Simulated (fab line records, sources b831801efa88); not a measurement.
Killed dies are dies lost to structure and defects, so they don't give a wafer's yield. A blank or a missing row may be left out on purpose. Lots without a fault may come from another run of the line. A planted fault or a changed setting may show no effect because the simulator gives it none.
fab line records | flow sky130
record lots=12 wafers=36 last_day=50
route steps=708 shown CONTACT@425 VIA1@460 METAL3@559 PAD_OPEN@708
lots that met no fault: from a run of the same line without faults
start_h: hours from the record's first day to the start of the lot's first wafer shown | wait_h: hours since the lot's step before | " the same as in the row above | L1.1+2: a row that stands for several wafers | - no value, or no start given | * or withheld: withheld | < > ~ a bound
route shown NAME@n: a module of which the file shows steps, and the number in the route of the first | usual: mean/standard deviation of fault-free wafers | same: alike in all rows | chamber/n: place in a boat | sites: the reading at each site | _std_site: their standard deviation | _edge_site: outer sites' mean less inner sites' | radius_mm: how far each site lies from the wafer's centre | mask NAME#n: copy n | behind: the tool/chamber that last shaped the wafer | hold: why the lot was held/for how many hours/how that ended | device: the transistor (n, p or np) that didn't switch | end of line: the same wafers' tests at the end of the route | a step without rows: its recipe alone | killed: dies lost to structure and defects at the first sort, not the wafer's yield | map: a wafer's dies, x killed, . not, _ none there
set.NAME: the setting as run; set.NAME@STEP: as run at that earlier step | model.NAME: the simulator's own value behind a step, which no gauge read
steps of the route over a sample of lots; a table a step, a row a wafer
services: from which hour (start_h, from the record's first day; less than 0 if before it) a tool's chamber was out of use, for how many hours, and why
## steps
# step SKY_CONTACT_STRIP_19
# recipe chemistry=O2/N2 power_w=1400 pressure_mtorr=1500 platen_temp_c=withheld o2_flow_sccm=3000 n2_flow_sccm=300 overash_fraction=0.5
# usual drypump_motor_current_A=5.6/0.34 o2_flow_sccm=3000/9.1 oes_product_au=0.381/0.0045 strip_time_to_endpoint_s=3.611/0.024
# columns lot.wafer tool chamber start_h wait_h drypump_motor_current_A o2_flow_sccm oes_product_au rf_hours_counter_h strip_time_to_endpoint_s
L528.1 plasma_asher-01 0 731.94 - 5.1 2989 0.372 92 3.602
L528.4 " 0 " " 5.1 3003 0.379 - 3.636
L528.6 " 1 " " 5.7 3007 0.373 - 3.614
L529.1 plasma_asher-01 1 740.67 - 5.7 2985 0.392 93 3.620
L529.4 " 0 " " 5.1 3005 0.388 - 3.615
L529.5 " 1 " " 5.7 3001 0.383 - 3.617
L531.2 plasma_asher-04 0 755.86 - 5.7 2996 0.379 63 3.606
L531.3 " 0 " " 5.7 3000 0.380 - 3.587
L531.5 " 0 " " 5.7 3005 0.376 - 3.617
L540.3 plasma_asher-02 1 831.60 - 6.1 2996 0.382 - 3.618
L540.4 " 0 " " 5.3 2998 0.378 - 3.614
L540.6 " 0 " " 5.3 3011 0.383 - 3.574
L541.2 plasma_asher-02 0 842.07 - 5.3 2986 0.378 41 3.610
L541.4 " 0 " " 5.3 2982 0.384 - 3.638
L541.6 " 1 " " 6.1 3007 0.377 - 3.628
L543.4 plasma_asher-01 1 865.74 - 5.7 2995 0.384 - 3.624
L543.5 " 0 " " 5.1 2999 0.387 - 3.628
L543.6 " 1 " " 5.7 3004 0.383 - 3.644
L546.2 plasma_asher-02 0 878.92 - 5.3 2977 0.384 46 3.608
L546.4 " 0 " " 5.3 2983 0.387 - 3.595
L546.6 " 0 " " 5.3 2983 0.383 - 3.638
L547.1 plasma_asher-01 0 890.96 - 5.1 2991 0.378 109 3.606
L547.5 " 0 " " 5.1 2989 0.381 - 3.581
L547.6 " 1 " " 5.7 3004 0.382 - 3.587
L548.1 plasma_asher-01 0 893.24 - 5.1 3002 0.379 109 3.592
L548.2 " 1 " " 5.8 2994 0.374 109 3.561
L548.5 " 0 " " 5.1 3005 0.372 - 3.581
L549.1 plasma_asher-04 1 896.69 - 5.9 2993 0.377 74 3.614
L549.2 " 0 " " 5.7 2998 0.379 74 3.572
L549.4 " 0 " " 5.7 3001 0.379 - 3.598
L550.1 plasma_asher-01 1 903.89 - 5.7 3001 0.385 110 3.603
L550.3 " 1 " " 5.7 2996 0.375 - 3.596
L550.4 " 0 " " 5.1 2996 0.380 - 3.643
L551.2 plasma_asher-02 1 909.22 - 6.1 2996 0.380 49 3.599
L551.5 " 1 " " 6.1 2990 0.380 - 3.631
L551.6 " 0 " " 5.3 2987 0.381 - 3.645
# step SKY_VIA1_CMP_02
# recipe material=SiO2 down_force_psi=4 platen_rpm=60 pad_velocity_m_s=0.94248
# usual motor_current_A=11.7/0.81
# columns lot.wafer tool chamber start_h wait_h motor_current_A
L528.4 cmp-01 0 761.39 0.0 12.6
L528.1 " 1 " " 11.8
L528.6 " 1 " " 11.0
L529.4 cmp-01 1 770.78 0.1 11.0
L529.1 " 2 " " 10.9
L529.5 " 3 " " 12.0
L531.2 cmp-01 2 785.16 0.1 10.8
L531.3 " 3 " " 12.0
L531.5 " 2 " " 10.6
L540.3 cmp-01 0 859.91 0.1 13.2
L540.4 " 2 " " 11.4
L540.6 " 3 " " 12.1
L541.2 cmp-01 3 870.31 0.0 12.0
L541.4 " 2 " " 10.9
L541.6 " 0 " " 12.4
L543.4 cmp-02 1 894.74 0.0 11.0
L543.5 " 1 " " 10.6
L543.6 " 2 " " 11.9
L546.2 cmp-01 2 907.46 0.0 10.8
L546.4 " 1 " " 11.1
L546.6 " 2 " " 11.0
L547.1 cmp-02 3 919.05 0.1 12.6
L547.5 " 1 " " 10.5
L547.6 " 2 " " 11.7
L548.2 cmp-02 2 921.69 0.0 12.1
L548.1 " 0 " " 11.7
L548.5 " 2 " " 11.1
L549.2 cmp-01 1 925.95 0.0 11.4
L549.1 " 3 " " 11.6
L549.4 " 0 " " 12.5
L550.3 cmp-01 2 930.86 0.0 10.9
L550.4 " 3 " " 12.5
L550.1 " 0 " " 13.0
L551.2 cmp-01 3 936.78 0.1 11.5
L551.6 " 1 " " 10.7
L551.5 " 2 " " 11.2
# step SKY_VIA1_OVL_MEAS_13
# usual VIA1_OVL=3/5.1
# columns lot.wafer tool chamber start_h wait_h VIA1_OVL[nm]
L528.1 overlay-01 - 787.96 0.1 5
L528.4 " - " " 7
L528.6 " - " " 9
L529.1 overlay-02 - 797.69 0.1 1
L529.4 " - " " 0
L529.5 " - " " 3
L531.2 overlay-02 - 811.25 0.1 3
L531.3 " - " " 1
L531.5 " - " " -1
L540.3 overlay-02 - 885.56 0.1 2
L540.4 " - " " -6
L540.6 " - " " 0
L541.2 overlay-01 - 896.41 0.1 -12
L541.4 " - " " -7
L541.6 " - " " -5
L543.4 overlay-02 - 920.77 0.1 2
L543.5 " - " " 3
L543.6 " - " " 10
L546.2 overlay-02 - 933.20 0.1 -3
L546.4 " - " " 2
L546.6 " - " " -1
L547.1 overlay-01 - 944.36 0.1 6
L547.5 " - " " 9
L547.6 " - " " -1
L548.1 overlay-01 - 946.74 0.1 10
L548.2 " - " " 9
L548.5 " - " " 14
L549.1 overlay-02 - 951.35 0.1 4
L549.2 " - " " 9
L549.4 " - " " 11
L550.1 overlay-01 - 955.71 0.1 -6
L550.3 " - " " 1
L550.4 " - " " -10
L551.2 overlay-01 - 961.30 0.1 9
L551.5 " - " " 5
L551.6 " - " " 10
# step SKY_METAL3_SOFTBAKE_09
# recipe temp_c=100 time_s=90 resist=KrF-thick
# usual heater_power_total_W=57.36/0.12 plate_temp_C=100.02/0.14
# columns lot.wafer tool chamber start_h wait_h heater_power_total_W plate_temp_C
L528.1 litho_track-04 0 884 - 57.32 100.04
L528.4 " 0 " " 57.51 100.00
L528.6 " 0 " " 57.27 100.05
L529.1 litho_track-04 0 894 - 57.36 99.88
L529.4 " 0 " " 57.19 100.23
L529.5 " 0 " " 57.51 99.88
L531.2 litho_track-03 0 908 - 57.33 100.07
L531.3 " 0 " " 57.47 99.96
L531.5 " 0 909 - 57.12 100.17
L540.3 litho_track-03 0 977 - 53.82 95.37
L540.4 " 0 " " 53.68 95.45
L540.6 " 0 " " 53.88 95.45
L541.2 litho_track-03 0 986 - 53.70 95.50
L541.4 " 0 987 - 53.67 95.45
L541.6 " 0 " " 53.76 95.62
L543.4 litho_track-04 0 1009 - 57.30 100.23
L543.5 " 0 " " 57.18 100.00
L543.6 " 0 " " 57.44 100.12
L546.2 litho_track-02 0 1021 - 57.48 100.15
L546.4 " 0 " " 57.45 100.06
L546.6 " 0 " " 57.45 100.02
L547.1 litho_track-04 0 1030 - 57.40 100.18
L547.5 " 0 1031 - 57.20 100.12
L547.6 " 0 " " 57.40 100.24
L548.1 litho_track-02 0 1033 - 57.55 99.76
L548.2 " 0 " " 57.33 99.84
L548.5 " 0 " " 57.19 99.80
L549.1 litho_track-02 0 1037 - 57.34 99.98
L549.2 " 0 " " 57.20 100.00
L549.4 " 0 " " 57.48 99.94
L550.1 litho_track-04 0 1042 - 57.43 99.98
L550.3 " 0 1043 - 57.59 100.01
L550.4 " 0 " " 57.54 100.25
L551.2 litho_track-04 0 1047 - 57.41 99.95
L551.5 " 0 " " 57.42 99.95
L551.6 " 0 " " 57.35 100.24
# step SKY_PAD_OPEN_PROBE_99
# usual defect_limited_yield=82.8/1.8 killed_at_M0_to_M3=42/6.4 killed_at_M4_up=3.0/2 killed_at_contacts=24/5.2 killed_at_front_end=14/4.2 killed_at_other=0.4/0.72 killed_dies=84/9 killed_on_rim=16/3.7 killed_open=46/6.6 killed_short=38/6 sort_bin_3_pad_short=0.9/0.4 sort_bin_5_function=10.1/1.4 sort_bin_6_memory=6.2/1.1 sort_n_pass=408/9 sort_yield_pct=82.8/1.8
# same gross_dies=492 killed_at_back_side=0 sort_bin_4_leakage[%]=0 sort_bin_8_speed[%]=0
# columns lot.wafer tool chamber start_h wait_h defect_limited_yield[%] killed_at_M0_to_M3 killed_at_M4_up killed_at_contacts killed_at_front_end killed_at_other killed_dies killed_on_rim killed_open killed_short sort_bin_3_pad_short[%] sort_bin_5_function[%] sort_bin_6_memory[%] sort_n_pass sort_yield_pct[%]
L528.1 prober-01 - 1072.28 0.1 82.1 45 2 25 16 0 88 18 55 33 0.4 10.8 6.7 404 82.1
L528.4 prober-01 - 1072.43 0.2 84.6 38 3 14 20 1 76 16 40 36 0.4 8.5 6.5 416 84.6
L528.6 prober-01 - 1072.53 0.2 83.7 35 2 24 19 0 80 18 41 38 0.6 9.1 6.5 412 83.7
L529.1 prober-02 - 1081.15 0.1 83.7 34 2 28 15 1 80 18 47 32 0.8 9.6 5.9 412 83.7
L529.4 prober-02 - 1081.30 0.2 87.4 36 2 17 7 0 62 13 37 25 0.4 5.5 6.7 430 87.4
L529.5 prober-02 - 1081.35 0.2 81.3 44 1 26 21 0 92 13 54 37 1.0 11.2 6.5 400 81.3
L531.2 prober-02 - 1092.30 0.1 81.3 51 3 24 14 0 92 17 41 51 1.0 12.0 5.7 400 81.3
L531.3 prober-02 - 1092.35 0.2 81.3 41 0 27 24 0 92 13 60 32 1.2 10.4 7.1 400 81.3
L531.5 prober-02 - 1092.45 0.2 83.7 46 6 22 6 0 80 16 38 42 0.2 11.2 4.9 412 83.7
L540.3 prober-01 - 1145.90 0.2 83.9 43 3 28 5 0 79 15 38 40 1.0 10.4 4.7 413 83.9
L540.4 prober-01 - 1145.95 0.2 84.1 43 2 21 12 0 78 18 47 30 0.2 9.8 5.9 414 84.1
L540.6 prober-01 - 1146.05 0.2 82.9 36 2 32 11 3 84 21 48 33 1.0 10.0 6.1 408 82.9
L541.2 prober-02 - 1154.94 0.1 84.1 31 3 34 10 0 78 16 47 31 0.2 9.8 5.9 414 84.1
L541.4 prober-02 - 1155.04 0.2 84.3 39 2 21 14 1 77 16 41 36 0.6 8.7 6.3 415 84.3
L541.6 prober-02 - 1155.14 0.2 83.1 39 1 28 15 0 83 17 45 38 0.2 11.4 5.3 409 83.1
L543.4 prober-02 - 1172.66 0.2 80.3 37 3 39 18 0 97 18 55 41 1.2 11.4 7.1 395 80.3
L543.5 prober-02 - 1172.71 0.2 83.9 43 2 18 15 1 79 14 48 31 0.6 10.4 5.1 413 83.9
L543.6 prober-02 - 1172.76 0.2 80.1 52 4 24 17 1 98 16 49 49 1.2 11.4 7.3 394 80.1
L546.2 prober-01 - 1181.05 0.1 82.5 42 4 22 18 0 86 20 43 41 0.6 11.0 5.9 406 82.5
L546.4 prober-01 - 1181.15 0.2 79.1 53 3 31 16 0 103 16 57 43 0.8 12.4 7.7 389 79.1
L546.6 prober-01 - 1181.25 0.2 80.5 50 6 22 17 1 96 15 50 44 1.4 12.4 5.7 396 80.5
L547.1 prober-01 - 1187.71 0.1 82.5 40 2 22 21 1 86 15 53 33 0.8 11.2 5.5 406 82.5
L547.5 prober-01 - 1187.91 0.2 83.9 43 2 19 14 1 79 15 45 34 0.6 9.8 5.7 413 83.9
L547.6 prober-01 - 1187.96 0.2 82.9 40 3 25 15 1 84 16 38 46 1.0 10.4 5.7 408 82.9
L548.1 prober-02 - 1191.62 0.1 81.9 58 2 16 13 0 89 15 48 41 1.6 11.4 5.1 403 81.9
L548.2 prober-02 - 1191.67 0.1 82.5 40 4 19 23 0 86 17 49 36 0.6 11.0 5.9 406 82.5
L548.5 prober-02 - 1191.82 0.2 84.3 39 5 12 20 1 77 13 37 40 1.2 9.6 4.9 415 84.3
L549.1 prober-01 - 1193.94 0.1 85.4 30 1 25 16 0 72 16 45 27 0.8 7.5 6.3 420 85.4
L549.2 prober-01 - 1193.99 0.1 83.1 42 1 29 11 0 83 15 39 44 1.4 9.1 6.3 409 83.1
L549.4 prober-01 - 1194.09 0.2 81.3 46 1 28 17 0 92 21 55 37 0.6 12.6 5.5 400 81.3
L550.1 prober-02 - 1197.32 0.1 83.3 42 1 25 14 0 82 18 43 39 0.8 10.0 5.9 410 83.3
L550.3 prober-02 - 1197.42 0.2 80.9 45 6 35 8 0 94 11 51 42 1.4 11.0 6.7 398 80.9
L550.4 prober-02 - 1197.47 0.2 78.9 48 2 30 24 0 104 25 59 45 0.8 11.2 9.1 388 78.9
L551.2 prober-01 - 1200.24 0.1 82.9 42 1 25 14 2 84 10 43 39 0.4 9.3 7.3 408 82.9
L551.5 prober-01 - 1200.39 0.2 82.9 39 1 23 17 4 84 11 41 39 0.8 10.0 6.3 408 82.9
L551.6 prober-01 - 1200.44 0.2 81.5 49 3 25 10 4 91 19 48 40 0.6 12.0 5.9 401 81.5
# killed by level:class
L528.1 LI_CONTACT:geometric_particle:open=10 VIA1:geometric_particle:open=10 VIA3:geometric_particle:open=9 CONTACT:geometric_particle:open=7 METAL1:geometric_particle:short=6 FIELD_ISO:geometric_particle:open=4 FIELD_ISO:geometric_particle:short=4 CONTACT:geometric_particle:short=4
L528.4 METAL1:geometric_particle:short=10 VIA1:geometric_particle:open=9 POLY_GATE:geometric_particle:open=5 LI_CONTACT:geometric_particle:open=5 VIA2:geometric_particle:open=5 FIELD_ISO:geometric_particle:open=4 FIELD_ISO:geometric_particle:short=3 POLY_GATE:geometric_particle:short=3
L528.6 VIA1:geometric_particle:open=8 CONTACT:geometric_particle:open=8 LOCAL_INTERCONNECT:geometric_particle:short=6 VIA1:geometric_particle:short=6 VIA3:geometric_particle:open=6 FIELD_ISO:geometric_particle:open=5 POLY_GATE:geometric_particle:short=5 FIELD_ISO:geometric_particle:short=4
L529.1 CONTACT:geometric_particle:open=11 LI_CONTACT:geometric_particle:open=8 VIA1:geometric_particle:open=8 METAL2:geometric_particle:short=6 VIA3:geometric_particle:open=6 LI_CONTACT:geometric_particle:short=5 POLY_GATE:geometric_particle:short=4 VIA3:geometric_particle:short=4
L529.4 VIA1:geometric_particle:open=11 CONTACT:geometric_particle:open=8 VIA3:geometric_particle:open=8 VIA1:geometric_particle:short=5 POLY_GATE:geometric_particle:open=3 LI_CONTACT:geometric_particle:short=3 CONTACT:geometric_particle:short=3 VIA3:geometric_particle:short=3
L529.5 VIA1:geometric_particle:open=17 LI_CONTACT:geometric_particle:open=10 CONTACT:geometric_particle:open=8 VIA1:geometric_particle:short=7 FIELD_ISO:geometric_particle:short=6 VIA3:geometric_particle:open=6 METAL2:geometric_particle:short=5 FIELD_ISO:geometric_particle:open=4
L531.2 VIA1:geometric_particle:open=8 LI_CONTACT:geometric_particle:open=7 CONTACT:geometric_particle:open=7 VIA1:geometric_particle:short=7 VIA3:geometric_particle:open=7 METAL2:geometric_particle:short=6 LOCAL_INTERCONNECT:geometric_particle:short=5 METAL1:geometric_particle:short=5
L531.3 POLY_GATE:geometric_particle:open=11 VIA1:geometric_particle:open=11 LI_CONTACT:geometric_particle:open=8 CONTACT:geometric_particle:open=8 METAL2:geometric_particle:short=7 FIELD_ISO:geometric_particle:short=6 METAL2:geometric_particle:open=6 VIA2:geometric_particle:open=6
L531.5 CONTACT:geometric_particle:open=10 METAL1:geometric_particle:short=8 VIA3:geometric_particle:open=8 VIA1:geometric_particle:open=6 METAL2:geometric_particle:short=6 LOCAL_INTERCONNECT:geometric_particle:short=5 VIA2:geometric_particle:short=5 VIA2:geometric_particle:open=5
L540.3 VIA1:geometric_particle:open=9 LI_CONTACT:geometric_particle:open=8 METAL2:geometric_particle:short=7 LI_CONTACT:geometric_particle:short=6 CONTACT:geometric_particle:open=6 VIA1:geometric_particle:short=5 VIA2:geometric_particle:open=5 VIA3:geometric_particle:open=5
L540.4 VIA2:geometric_particle:open=11 CONTACT:geometric_particle:open=8 METAL2:geometric_particle:short=7 VIA1:geometric_particle:open=6 VIA3:geometric_particle:open=6 LI_CONTACT:geometric_particle:open=5 METAL1:geometric_particle:short=5 FIELD_ISO:geometric_particle:open=3
L540.6 CONTACT:geometric_particle:open=17 VIA1:geometric_particle:open=10 LI_CONTACT:geometric_particle:open=6 METAL1:geometric_particle:short=5 METAL2:geometric_particle:short=5 LI_CONTACT:geometric_particle:short=4 VIA1:geometric_particle:short=4 FIELD_ISO:geometric_particle:short=3
L541.2 CONTACT:geometric_particle:open=14 VIA1:geometric_particle:open=10 CONTACT:geometric_particle:short=6 VIA3:geometric_particle:open=6 LI_CONTACT:geometric_particle:open=5 LI_CONTACT:geometric_particle:short=4 LOCAL_INTERCONNECT:geometric_particle:short=4 METAL1:geometric_particle:short=4
L541.4 VIA2:geometric_particle:open=9 VIA1:geometric_particle:open=8 CONTACT:geometric_particle:open=7 VIA3:geometric_particle:open=6 FIELD_ISO:geometric_particle:short=5 POLY_GATE:geometric_particle:open=5 VIA3:geometric_particle:short=5 LI_CONTACT:geometric_particle:open=4
L541.6 VIA1:geometric_particle:open=15 CONTACT:geometric_particle:open=11 VIA3:geometric_particle:open=8 FIELD_ISO:geometric_particle:short=6 LOCAL_INTERCONNECT:geometric_particle:short=6 VIA1:geometric_particle:short=6 CONTACT:geometric_particle:short=5 POLY_GATE:geometric_particle:short=4
L543.4 CONTACT:geometric_particle:open=16 VIA1:geometric_particle:open=14 LI_CONTACT:geometric_particle:short=7 LOCAL_INTERCONNECT:geometric_particle:short=7 VIA2:geometric_particle:open=6 LI_CONTACT:geometric_particle:open=5 FIELD_ISO:geometric_particle:short=4 POLY_GATE:geometric_particle:short=4
L543.5 VIA2:geometric_particle:open=11 VIA1:geometric_particle:open=9 VIA3:geometric_particle:open=8 CONTACT:geometric_particle:open=6 FIELD_ISO:geometric_particle:short=5 VIA1:geometric_particle:short=5 CONTACT:geometric_particle:short=4 LI_CONTACT:geometric_particle:open=4
L543.6 VIA1:geometric_particle:open=11 METAL2:geometric_particle:short=9 FIELD_ISO:geometric_particle:short=8 LI_CONTACT:geometric_particle:open=8 VIA2:geometric_particle:open=7 VIA1:geometric_particle:short=6 CONTACT:geometric_particle:short=5 POLY_GATE:geometric_particle:open=4
L546.2 VIA1:geometric_particle:open=11 VIA1:geometric_particle:short=8 CONTACT:geometric_particle:short=7 CONTACT:geometric_particle:open=7 VIA3:geometric_particle:open=7 FIELD_ISO:geometric_particle:short=5 POLY_GATE:geometric_particle:open=5 VIA3:geometric_particle:short=5
L546.4 CONTACT:geometric_particle:open=12 VIA1:geometric_particle:open=11 METAL2:geometric_particle:short=9 LI_CONTACT:geometric_particle:open=7 VIA2:geometric_particle:open=7 VIA3:geometric_particle:open=7 POLY_GATE:geometric_particle:short=5 LOCAL_INTERCONNECT:geometric_particle:short=5
L546.6 VIA1:geometric_particle:open=15 CONTACT:geometric_particle:open=10 VIA2:geometric_particle:open=8 FIELD_ISO:geometric_particle:short=7 METAL2:geometric_particle:short=7 VIA3:geometric_particle:open=7 METAL4:geometric_particle:short=5 VIA1:geometric_particle:short=5
L547.1 VIA1:geometric_particle:open=10 CONTACT:geometric_particle:open=10 VIA2:geometric_particle:open=9 FIELD_ISO:geometric_particle:open=6 CONTACT:geometric_particle:short=5 METAL1:geometric_particle:short=5 VIA1:geometric_particle:short=5 VIA3:geometric_particle:open=4
L547.5 VIA1:geometric_particle:open=10 CONTACT:geometric_particle:open=9 METAL2:geometric_particle:short=7 VIA2:geometric_particle:open=6 POLY_GATE:geometric_particle:short=5 LI_CONTACT:geometric_particle:open=5 VIA3:geometric_particle:short=4 FIELD_ISO:geometric_particle:short=3
L547.6 VIA1:geometric_particle:open=10 LOCAL_INTERCONNECT:geometric_particle:short=9 METAL1:geometric_particle:short=8 VIA1:geometric_particle:short=6 POLY_GATE:geometric_particle:open=5 FIELD_ISO:geometric_particle:open=4 LI_CONTACT:geometric_particle:open=4 CONTACT:geometric_particle:short=4
L548.1 VIA1:geometric_particle:open=16 METAL2:geometric_particle:short=12 VIA3:geometric_particle:open=7 CONTACT:geometric_particle:open=5 VIA1:geometric_particle:short=5 FIELD_ISO:geometric_particle:short=4 FIELD_ISO:geometric_particle:open=4 LI_CONTACT:geometric_particle:open=4
L548.2 FIELD_ISO:geometric_particle:open=8 VIA1:geometric_particle:open=8 LI_CONTACT:geometric_particle:open=7 VIA1:geometric_particle:short=6 CONTACT:geometric_particle:open=5 METAL2:geometric_particle:short=5 FIELD_ISO:geometric_particle:short=4 VIA2:geometric_particle:open=4
L548.5 METAL2:geometric_particle:short=9 VIA1:geometric_particle:open=8 FIELD_ISO:geometric_particle:short=7 POLY_GATE:geometric_particle:open=5 FIELD_ISO:geometric_particle:open=4 POLY_GATE:geometric_particle:short=4 CONTACT:geometric_particle:open=4 VIA1:geometric_particle:short=4
L549.1 LI_CONTACT:geometric_particle:open=8 CONTACT:geometric_particle:open=8 VIA1:geometric_particle:open=7 VIA2:geometric_particle:open=7 VIA3:geometric_particle:open=5 FIELD_ISO:geometric_particle:short=4 FIELD_ISO:geometric_particle:open=4 LI_CONTACT:geometric_particle:short=3
L549.2 VIA1:geometric_particle:open=11 CONTACT:geometric_particle:short=9 CONTACT:geometric_particle:open=8 METAL1:geometric_particle:short=7 LI_CONTACT:geometric_particle:open=6 METAL2:geometric_particle:short=6 VIA1:geometric_particle:short=5 POLY_GATE:geometric_particle:short=4
L549.4 CONTACT:geometric_particle:open=14 LI_CONTACT:geometric_particle:open=10 VIA1:geometric_particle:open=9 VIA1:geometric_particle:short=7 METAL1:geometric_particle:short=6 METAL2:geometric_particle:short=5 VIA2:geometric_particle:open=5 VIA3:geometric_particle:open=5
L550.1 VIA1:geometric_particle:short=12 VIA1:geometric_particle:open=11 LI_CONTACT:geometric_particle:open=10 VIA3:geometric_particle:open=7 FIELD_ISO:geometric_particle:short=6 CONTACT:geometric_particle:open=6 LOCAL_INTERCONNECT:geometric_particle:short=5 METAL2:geometric_particle:short=4
L550.3 LI_CONTACT:geometric_particle:open=11 VIA3:geometric_particle:open=10 CONTACT:geometric_particle:open=9 VIA2:geometric_particle:open=8 CONTACT:geometric_particle:short=8 METAL1:geometric_particle:short=5 VIA3:geometric_particle:short=5 METAL4:geometric_particle:short=5
L550.4 LI_CONTACT:geometric_particle:open=12 VIA1:geometric_particle:open=10 FIELD_ISO:geometric_particle:open=9 CONTACT:geometric_particle:open=9 FIELD_ISO:geometric_particle:short=7 VIA2:geometric_particle:open=7 METAL2:geometric_particle:short=7 LOCAL_INTERCONNECT:geometric_particle:short=5
L551.2 VIA1:geometric_particle:open=15 CONTACT:geometric_particle:open=11 METAL2:geometric_particle:short=7 CONTACT:geometric_particle:short=7 POLY_GATE:geometric_particle:short=5 METAL1:geometric_particle:short=5 LI_CONTACT:geometric_particle:open=5 VIA3:geometric_particle:open=5
L551.5 VIA1:geometric_particle:open=11 POLY_GATE:geometric_particle:open=8 CONTACT:geometric_particle:open=8 CONTACT:geometric_particle:short=8 FIELD_ISO:geometric_particle:short=5 METAL3:geometric_particle:short=5 VIA1:geometric_particle:short=4 VIA2:geometric_particle:open=4
L551.6 CONTACT:geometric_particle:short=11 VIA2:geometric_particle:open=9 VIA3:geometric_particle:open=9 LI_CONTACT:geometric_particle:open=8 VIA1:geometric_particle:open=8 METAL2:geometric_particle:short=5 VIA1:geometric_particle:short=5 METAL3:geometric_particle:short=5
## services
# columns tool chamber start_h hours kind
cmp-01 - 744.08 4.0 pm
plasma_asher-02 - 745.85 2.8 pm
cmp-02 - 746.17 4.1 repair
cmp-01 - 748.08 - consumable_replace:conditioner
cmp-01 - 748.08 - consumable_replace:pad
plasma_asher-04 - 764.56 15.6 pm
cmp-02 - 770.32 0.8 repair
cmp-01 - 781.59 1.7 repair
cmp-02 - 834.53 3.8 repair
cmp-01 - 849.31 3.4 repair
cmp-01 - 861.18 0.8 repair
plasma_asher-04 - 864.55 20.6 pm
cmp-02 - 895.50 4.1 pm
cmp-01 - 900.53 0.6 repair
cmp-02 - 912.14 4.0 pm
plasma_asher-01 - 913.98 0.5 repair
cmp-02 - 916.14 - consumable_replace:conditioner
cmp-02 - 916.14 - consumable_replace:pad
cmp-01 - 943.29 0.4 repair
cmp-01 - 947.81 7.6 repair
cmp-01 - 956.24 6.8 pm
cmp-02 - 1021.78 0.5 repair
plasma_asher-01 - 1023.66 1.1 repair
cmp-02 - 1027.67 8.5 pm
## key
first_sign step=SKY_METAL3_SOFTBAKE_09 reading=plate_temp_C direction=down sigmas=32 usual=* struck=*
effect step=SKY_METAL3_SOFTBAKE_09 reading=heater_power_total_W direction=down sigmas=31 usual=* struck=*
met_at SKY_METAL3_SOFTBAKE_09
struck_lots L540,L541
not_acting_at SKY_CONTACT_STRIP_19,SKY_VIA1_CMP_02,SKY_VIA1_OVL_MEAS_13
onset_between 908 977
fault kind=process_parameter_drift tool=litho_track-03 chamber=- onset_h=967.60 steps=SKY_METAL3_SOFTBAKE_09 channel=temp_c offset=* shape=step end_h=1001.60 acts_in=* stated=*
